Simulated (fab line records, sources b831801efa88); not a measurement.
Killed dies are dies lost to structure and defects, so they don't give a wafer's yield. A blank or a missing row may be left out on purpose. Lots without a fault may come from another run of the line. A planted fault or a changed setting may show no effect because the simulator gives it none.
One fault seen from 2 desks | flow gf180mcu | each desk has only its own numbers; what lay behind them comes last

THE METROLOGY DESK
What the gauges read, lot by lot, whatever tool the lot ran on: means of the sampled wafers that have a number. A lot is out of limits, marked OUT, if its mean lies more than 4 standard deviations from the usual mean; the brackets give that distance.
Columns: A = STI_OXIDATION_02_THK at GF_STI_THK_MEAS_30, usual 10.05 nm; B = PSD_OVL at GF_PSD_OVL_MEAS_08, usual -0.3 nm
lot  | first seen here | A                | B
L444 | day 2 08:37     | 10.11            | 0.3
L445 | day 2 14:14     | 10.04            | 0.5
L446 | day 2 18:04     | 9.80             | -2.1
L450 | day 3 12:44     | 9.98             | -0.6
L451 | day 3 18:52     | 9.83             | -3.2
L454 | day 4 09:08     | 11.22 (+6.1) OUT | -0.3
L456 | day 4 19:12     | 11.62 (+8.3) OUT | 0.9
L457 | day 5 00:46     | 10.01            | -1.8
L462 | day 6 04:22     | 10.12            | -3.7
This desk's finding: out of limits on L454, L456; first on L454, day 4 09:08 (STI_OXIDATION_02_THK at GF_STI_THK_MEAS_30). In limits: L444, L445, L446, L450, L451, L457, L462.

THE TOOL OWNER'S DESK: furnace-02
The tool's own readings at GF_STI_OXIDATION_29 (stabilise 600 s, purge 300 s, target thk 10 nm): means of the sampled wafers that have a number, for each lot that ran on this tool. A lot is out of limits, marked OUT, if its mean lies more than 4 standard deviations from the usual mean; the brackets give that distance.
Columns: A = spike_tc_top_C at GF_STI_OXIDATION_29, usual 914.7 C
lot  | first seen here | A
L444 | day 2 07:13     | 914.0
L446 | day 2 16:40     | 913.3
L450 | day 3 11:20     | 914.9
L454 | day 4 07:44     | 913.8
L456 | day 4 17:49     | 914.2
This desk's finding: nothing out of limits on any of the 5 lots.

PUT TOGETHER
The metrology desk could have raised an alarm at day 4 09:08, on L454, L456.
The tool owner's desk saw nothing out of limits.
The tool owner's desk has L454, L456 on record, within its limits.
Of the lots named, all ran GF_STI_OXIDATION_29 on furnace-02.

WHAT THE SIMULATOR HAD PUT IN
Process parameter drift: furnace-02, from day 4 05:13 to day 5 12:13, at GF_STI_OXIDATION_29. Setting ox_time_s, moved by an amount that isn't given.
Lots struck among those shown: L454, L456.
Hours from the fault's start to each desk's first reading out of limits: the metrology desk, 4.
